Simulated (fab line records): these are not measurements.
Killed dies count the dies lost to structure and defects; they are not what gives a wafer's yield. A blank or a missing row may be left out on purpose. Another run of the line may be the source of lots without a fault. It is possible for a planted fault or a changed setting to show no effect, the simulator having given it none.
Matching of chambers -- flow gf180mcu -- GF_V4_CMP_26 on cmp-01: 4 sister chambers
The step polishes, stops on SiO2, t overpolish 15 s, target thk 0 nm. 8 wafers are shown with their chamber, then 9 later ones without.

WAFERS PAIRED WITH THEIR CHAMBERS
wafer,chamber,motorCurrentA (A),overpolishRunS (s)
L325.2,3,9.5,15.009
L333.6,3,10.1,15.026
L338.1,2,10.1,14.999
L338.3,0,8.8,15.001
L338.5,1,10.7,14.992
L339.1,1,11.1,15.011
L339.3,0,9.2,14.994
L339.4,2,10.2,14.991

WAFERS WITHOUT THEIR CHAMBER
wafer,motorCurrentA (A),overpolishRunS (s)
L343.1,10.2,15.002
L343.2,9.4,14.995
L343.4,11.5,15.007
L346.2,11.2,14.997
L346.4,10.0,15.003
L346.6,10.0,15.002
L347.1,9.5,14.999
L347.2,9.0,14.986
L347.5,9.8,14.991

WHICH CHAMBER EACH WENT THROUGH
wafer,from the rows above,in truth
L343.1,can't be placed: 2 or 3 or 1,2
L343.2,can't be placed: 0 or 2 or 3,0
L343.4,1,1
L346.2,1,1
L346.4,can't be placed: 2 or 3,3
L346.6,can't be placed: 2 or 3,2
L347.1,can't be placed: 0 or 3 or 2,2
L347.2,0,0
L347.5,can't be placed: 2 or 3 or 0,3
Correctly placed: 3 of 9. Unplaceable from these rows: 6, with the true chamber sitting among the candidates in 6. Wrongly placed: 0.
How it was worked out, from the rows above alone: a wafer's distance from a chamber is the root of the sum, over the readings, of the square of ((its reading less the chamber's mean) divided by the reading's scatter). The wafer belongs to the nearest chamber; if the next one is less than 2 further off, it can't be placed. The mean given for a chamber averages the wafers shown for that chamber. The scatter is the square root of a quotient: the sum, over the shown wafers, of each reading's squared deviation from its chamber's mean, divided by wafers minus chambers.
